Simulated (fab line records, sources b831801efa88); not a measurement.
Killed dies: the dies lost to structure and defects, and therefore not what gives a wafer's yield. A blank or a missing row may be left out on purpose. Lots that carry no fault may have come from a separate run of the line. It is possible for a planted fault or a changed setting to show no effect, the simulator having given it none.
Matching of chambers / flow sky130 / SKY_VIA3_CMP_02 on cmp-01 has 4 sister chambers
The step polishes SiO2. 8 wafers are shown with their chamber, then 12 later ones without.

## EACH WAFER AND ITS CHAMBER
wafer=L088.2; chamber=1; motorCurrentA (A)=13.2; slurryFlowMlMin=150.2
wafer=L090.2; chamber=2; motorCurrentA (A)=11.9; slurryFlowMlMin=150.1
wafer=L090.3; chamber=1; motorCurrentA (A)=13.6; slurryFlowMlMin=151.0
wafer=L092.4; chamber=0; motorCurrentA (A)=11.4; slurryFlowMlMin=150.3
wafer=L092.6; chamber=2; motorCurrentA (A)=11.7; slurryFlowMlMin=150.4
wafer=L093.2; chamber=3; motorCurrentA (A)=9.2; slurryFlowMlMin=149.6
wafer=L093.5; chamber=3; motorCurrentA (A)=9.6; slurryFlowMlMin=149.3
wafer=L093.6; chamber=0; motorCurrentA (A)=10.8; slurryFlowMlMin=150.2

## WAFERS WITH NO CHAMBER GIVEN
wafer=L094.1; motorCurrentA (A)=13.6; slurryFlowMlMin=149.5
wafer=L094.4; motorCurrentA (A)=9.5; slurryFlowMlMin=149.5
wafer=L094.5; motorCurrentA (A)=12.3; slurryFlowMlMin=150.1
wafer=L095.3; motorCurrentA (A)=9.5; slurryFlowMlMin=150.3
wafer=L095.4; motorCurrentA (A)=13.6; slurryFlowMlMin=150.5
wafer=L095.6; motorCurrentA (A)=9.9; slurryFlowMlMin=149.4
wafer=L096.4; motorCurrentA (A)=11.7; slurryFlowMlMin=150.2
wafer=L096.5; motorCurrentA (A)=9.9; slurryFlowMlMin=150.0
wafer=L096.6; motorCurrentA (A)=11.4; slurryFlowMlMin=150.2
wafer=L097.2; motorCurrentA (A)=11.5; slurryFlowMlMin=149.7
wafer=L097.3; motorCurrentA (A)=11.5; slurryFlowMlMin=150.7
wafer=L097.4; motorCurrentA (A)=10.1; slurryFlowMlMin=150.5

## WHICH CHAMBER EACH WENT THROUGH
wafer=L094.1; from the rows above=1; in truth=1
wafer=L094.4; from the rows above=3; in truth=3
wafer=L094.5; from the rows above=2; in truth=2
wafer=L095.3; from the rows above=3; in truth=3
wafer=L095.4; from the rows above=1; in truth=1
wafer=L095.6; from the rows above=3; in truth=3
wafer=L096.4; from the rows above=can't be placed: 2 or 0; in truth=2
wafer=L096.5; from the rows above=can't be placed: 3 or 0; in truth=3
wafer=L096.6; from the rows above=can't be placed: 0 or 2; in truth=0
wafer=L097.2; from the rows above=can't be placed: 2 or 0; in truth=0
wafer=L097.3; from the rows above=can't be placed: 2 or 0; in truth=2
wafer=L097.4; from the rows above=can't be placed: 0 or 3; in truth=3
Correct placement for 6 of the 12. Unplaceable from these rows: 6, with the true chamber sitting among the candidates in 6. Number placed wrongly: 0.
How it was worked out, from the rows above alone: a wafer's distance from a chamber is the root of the sum, over the readings, of the square of ((its reading less the chamber's mean) divided by the reading's scatter). If the next closest chamber is less than 2 further off than the closest, the wafer can't be placed; otherwise it belongs to the closest. A chamber's mean is the mean of its shown wafers. How the scatter is found: for the shown wafers, subtract from each reading the mean of its chamber, square and add these, divide the total by (wafers less chambers), then take the root.
